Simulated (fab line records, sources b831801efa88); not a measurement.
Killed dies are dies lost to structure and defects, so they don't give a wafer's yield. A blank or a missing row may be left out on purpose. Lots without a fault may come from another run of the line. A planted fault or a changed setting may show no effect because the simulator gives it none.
One fault seen from 2 desks | flow gf180mcu | each desk has only its own numbers; what lay behind them comes last

THE METROLOGY DESK
What the gauges read, lot by lot, whatever tool the lot ran on: means of the sampled wafers that have a number. A lot is out of limits, marked OUT, if its mean lies more than 4 standard deviations from the usual mean; the brackets give that distance.
Columns: A = cd_nm at GF_PSD_CD_MEAS_07, usual 400.2 nm; B = SAB_CVD_00_THK at GF_SAB_THK_MEAS_01, usual 50.1 nm; C = CONTACT_CVD_02_THK at GF_CONTACT_THK_MEAS_03, usual 859 nm
lot  | first seen here | A     | B               | C
L187 | day 14 06:25    | 401.6 | 50.0            | 852
L188 | day 14 14:47    | 401.2 | 50.5            | 858
L189 | day 14 17:51    | 402.8 | 49.7            | 859
L191 | day 15 19:53    | 402.8 | 49.9            | 863
L195 | day 17 03:35    | 399.9 | 50.4            | 852
L196 | day 17 10:05    | 398.7 | 54.2 (+6.6) OUT | 855
L197 | day 17 19:08    | 399.1 | 54.5 (+6.9) OUT | 875
L202 | day 19 12:54    | 399.9 | 49.5            | 864
L204 | day 20 03:26    | 402.8 | 50.2            | 860
L205 | day 20 11:04    | 397.1 | 49.8            | 857
L206 | day 20 19:53    | 398.1 | 50.0            | 863
L208 | day 21 14:17    | 401.6 | 50.1            | 859
L209 | day 21 16:58    | 398.5 | 50.3            | 864
L210 | day 22 04:46    | 398.8 | 50.3            | 851
This desk's finding: out of limits on L196, L197; first on L196, day 17 10:58 (SAB_CVD_00_THK at GF_SAB_THK_MEAS_01). In limits: L187, L188, L189, L191, L195, L202, L204, L205, L206, L208, L209, L210.

THE TOOL OWNER'S DESK: pecvd-02
The tool's own readings at GF_SAB_CVD_00 (deposits SiO2 from TEOS, target thk 50 nm, time 4.9302 s): means of the sampled wafers that have a number, for each lot that ran on this tool. A lot is out of limits, marked OUT, if its mean lies more than 4 standard deviations from the usual mean; the brackets give that distance.
Columns: A = heater_power_w at GF_SAB_CVD_00, usual 610 W
lot  | first seen here | A
L196 | day 17 10:56    | 697
L197 | day 17 19:59    | 674
L209 | day 21 17:47    | 736
This desk's finding: nothing out of limits on any of the 3 lots.

PUT TOGETHER
The metrology desk could have raised an alarm at day 17 10:58, on L196, L197.
The tool owner's desk saw nothing out of limits.
The tool owner's desk has L196, L197 on record, within its limits.
Of the lots named, all ran GF_SAB_CVD_00 on pecvd-02.

WHAT THE SIMULATOR HAD PUT IN
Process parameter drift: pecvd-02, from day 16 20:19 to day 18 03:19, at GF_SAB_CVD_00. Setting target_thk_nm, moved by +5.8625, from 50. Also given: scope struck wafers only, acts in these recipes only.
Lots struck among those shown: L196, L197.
Hours from the fault's start to each desk's first reading out of limits: the metrology desk, 15.
